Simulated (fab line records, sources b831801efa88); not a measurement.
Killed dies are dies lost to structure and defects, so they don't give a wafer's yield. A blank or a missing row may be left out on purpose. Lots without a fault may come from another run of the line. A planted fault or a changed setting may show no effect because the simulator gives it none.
Which tool did it? | flow gf180mcu | 14 lots, 42 wafers sampled, at 5 steps of a route of 602

WHAT THE GAUGES READ, wafer by wafer
GF_STI_THK_MEAS_24.
lot  | measured    | on            | STI_CVD_23_THK (nm)
L664 | day 2 15:39 | film_metro-03 | 655 650 657
L665 | day 2 22:25 | film_metro-03 | 650 657 650
L666 | day 3 02:29 | film_metro-01 | 651 653 657
L667 | day 3 05:29 | film_metro-02 | 645 641 647
L668 | day 3 11:19 | film_metro-02 | 655 660 649
L670 | day 3 20:55 | film_metro-01 | 646 657 653
L672 | day 4 09:07 | film_metro-01 | 650 645 657
L673 | day 4 12:42 | film_metro-03 | 651 649 652
L674 | day 4 18:10 | film_metro-03 | 648 655 650
L680 | day 6 00:05 | film_metro-02 | 651 653 647
L681 | day 6 05:19 | film_metro-01 | 656 642 642
L682 | day 6 10:34 | film_metro-02 | 649 642 644
L683 | day 6 15:40 | film_metro-03 | 662 660 661
L684 | day 6 20:40 | film_metro-01 | 661 667 654

GF_MVSD_OVL_MEAS_07.
lot  | measured    | on         | MVSD_OVL (nm)
L664 | day 5 02:14 | overlay-02 | -1.5 2.6 1.0
L665 | day 5 08:41 | overlay-02 | 3.0 1.3 1.7
L666 | day 5 12:11 | overlay-01 | 2.6 2.1 3.2
L667 | day 5 15:41 | overlay-02 | 2.7 -0.9 1.2
L668 | day 6 01:56 | overlay-01 | -0.3 0.0 1.5
L670 | day 6 09:47 | overlay-02 | -0.3 -1.6 -0.6
L672 | day 6 23:23 | overlay-02 | 1.3 0.5 1.8
L673 | day 7 04:36 | overlay-02 | 1.8 2.8 1.0
L674 | day 7 11:21 | overlay-01 | 1.9 2.6 1.6
L680 | day 8 21:12 | overlay-02 | 239.4 241.3 240.1
L681 | day 9 01:53 | overlay-02 | 242.0 241.5 240.1
L682 | day 9 07:26 | overlay-02 | 0.0 0.0 2.9
L683 | day 9 13:31 | overlay-02 | 1.4 1.7 0.9
L684 | day 9 19:11 | overlay-01 | 0.7 -0.5 -0.2

GF_VT_IMPLANT_TW_MEAS_10.
lot  | measured     | on            | VT_IMPLANT_TW
L664 | day 6 08:44  | film_metro-01 | 560 558 557
L665 | day 6 15:25  | film_metro-01 | 561 560 558
L666 | day 6 19:08  | film_metro-01 | 556 561 560
L667 | day 6 22:28  | film_metro-04 | 552 548 554
L668 | day 7 11:08  | film_metro-01 | 560 557 557
L670 | day 7 18:38  | film_metro-03 | 569 567 565
L672 | day 8 09:52  | film_metro-04 | 554 552 555
L673 | day 8 14:17  | film_metro-04 | 554 556 552
L674 | day 8 21:19  | film_metro-04 | 550 552 552
L680 | day 10 09:03 | film_metro-01 | 554 560 556
L681 | day 10 14:08 | film_metro-01 | 558 561 560
L682 | day 10 20:01 | film_metro-03 | 565 567 565
L683 | day 11 02:40 | film_metro-03 | 563 571 566
L684 | day 11 08:25 | film_metro-03 | 566 567 568

GF_PSD_OVL_MEAS_08.
lot  | measured     | on         | PSD_OVL (nm)
L664 | day 15 07:01 | overlay-02 | 1.0 1.0 0.6
L665 | day 15 19:09 | overlay-02 | 0.0 -0.2 1.0
L666 | day 16 00:17 | overlay-02 | 0.3 -0.5 0.5
L667 | day 16 03:36 | overlay-02 | -0.2 -0.4 -3.0
L668 | day 17 02:27 | overlay-01 | 0.4 -0.4 -2.4
L670 | day 17 08:54 | overlay-01 | 0.6 1.1 -1.2
L672 | day 18 11:33 | overlay-02 | -1.7 0.4 -0.9
L673 | day 18 13:49 | overlay-01 | -0.1 -0.3 -1.3
L674 | day 18 21:31 | overlay-02 | 0.6 0.4 1.0
L680 | day 21 02:40 | overlay-01 | -0.2 -1.2 -2.1
L681 | day 21 05:34 | overlay-01 | 1.2 -1.4 -0.6
L682 | day 21 12:27 | overlay-01 | 1.7 -2.4 1.1
L683 | day 21 19:40 | overlay-01 | 1.0 -0.4 -1.2
L684 | day 22 03:41 | overlay-02 | -1.2 -2.4 -0.3

WHICH TOOL RAN EACH LOT (tool, then ch and the chambers of the sampled wafers, then the start)
lot  | GF_MVSD_EXPOSE_04
L664 | iline_stepper-02 ch 0, day 4 19:32
L665 | iline_stepper-01 ch 0, day 5 01:52
L666 | iline_stepper-02 ch 0, day 5 05:11
L667 | iline_stepper-02 ch 0, day 5 08:53
L668 | iline_stepper-01 ch 0, day 5 17:55
L670 | iline_stepper-01 ch 0, day 6 02:14
L672 | iline_stepper-01 ch 0, day 6 15:53
L673 | iline_stepper-02 ch 0, day 6 20:20
L674 | iline_stepper-02 ch 0, day 7 03:20
L680 | iline_stepper-02 ch 0, day 8 13:04
L681 | iline_stepper-02 ch 0, day 8 17:55
L682 | iline_stepper-01 ch 0, day 8 23:07
L683 | iline_stepper-01 ch 0, day 9 04:09
L684 | iline_stepper-01 ch 0, day 9 10:17
- GF_MVSD_EXPOSE_04: exposes mask MVSD, target cd 1000 nm.

WHAT THE TOOLS THEMSELVES READ (means of the sampled wafers that have a number; where no wafer has one, the mark that the record gives instead)
The record holds no such reading with a usual standard deviation.

THE ANSWER, worked out from the rows above alone
Rule: what is usual is taken from the lots themselves. Put in order of their means at a reading, lots are off if they are a third of the lots or fewer, leave a main group of 4 or more, and stand apart from it by a gap of 3 or more times the standard deviation of the main group's means; of several such gaps the widest counts. A main group whose means are all the same, to the digits that the tables above print for the reading, isn't used. A lot without any number at a reading at which 4 lots or more have one is off too. The other lots that the step has rows for count as sound. The gauges are gone through in route order, then the tools' own readings, and for those a lot's mean is taken as printed above. The first step at which some lot is off is used, and at that step the reading that is off furthest; a lot without a number counts as furthest.
Off: L680, L681, at GF_MVSD_OVL_MEAS_07 (MVSD_OVL). The main group: mean 1.1 nm, standard deviation 0.93.
A tool fits if, at a process step before that reading, it ran every lot that is off, and no sound lot after the first of them. The gauges at GF_MVSD_OVL_MEAS_07 are tried like those tools. One fits: iline_stepper-02 at GF_MVSD_EXPOSE_04. Its last sound lot is L674 (day 7 03:20), its first lot that is off L680 (day 8 13:04): a fault that began between those two fits.

WHAT THE SIMULATOR HAD PUT IN
Scanner matching overlay: iline_stepper-02, from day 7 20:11 on, at GF_MVSD_EXPOSE_04. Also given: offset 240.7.
Lots struck among those shown: L680, L681. The rule above found the same.
